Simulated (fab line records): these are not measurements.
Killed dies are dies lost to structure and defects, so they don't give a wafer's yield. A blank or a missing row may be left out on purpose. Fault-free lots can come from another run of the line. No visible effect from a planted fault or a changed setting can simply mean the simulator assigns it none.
Matching of chambers | flow sfq line | rie diel-04 running SFQ_TRILAYER_I6_VIA_BARC_OPEN_VIA_ETCH_235: 4 sister chambers
The step etches BARC in O2, target depth 125 nm, time 41.7 s. 4 wafers are shown with their chamber, then 8 later ones without.

## WAFERS, EACH WITH ITS CHAMBER
wafer  | chamber | drypump motor current A (A)
L830.1 | 0       | 5.68
L830.5 | 3       | 5.79
L834.6 | 2       | 5.76
L846.3 | 1       | 5.35

## WAFERS MISSING THEIR CHAMBER
wafer  | drypump motor current A (A)
L846.4 | 5.68
L846.6 | 5.78
L848.1 | 5.78
L848.5 | 5.70
L848.6 | 5.81
L850.2 | 5.81
L850.3 | 5.77
L850.5 | 5.77

## WHICH CHAMBER EACH WENT THROUGH
wafer  | from the rows above     | in truth
L846.4 | 0                       | 0
L846.6 | can't be placed: 3 or 2 | 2
L848.1 | can't be placed: 3 or 2 | 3
L848.5 | 0                       | 0
L848.6 | 3                       | 3
L850.2 | 3                       | 3
L850.3 | can't be placed: 2 or 3 | 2
L850.5 | can't be placed: 2 or 3 | 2
4 of 8 placed correctly. Not placeable from these rows: 4 (in 4, the candidates include the true chamber). Wrongly placed: 0.
How it was worked out, from the rows above alone: a wafer's distance from a chamber is the root of the sum, over the readings, of the square of ((its reading less the chamber's mean) divided by the reading's scatter). The wafer belongs to the nearest chamber; if the next one is less than 2 further off, it can't be placed. The mean given for a chamber averages the wafers shown for that chamber. The scatter: root of mean squared gap, hidden wafer to nearest shown wafer, with one shown wafer a chamber.
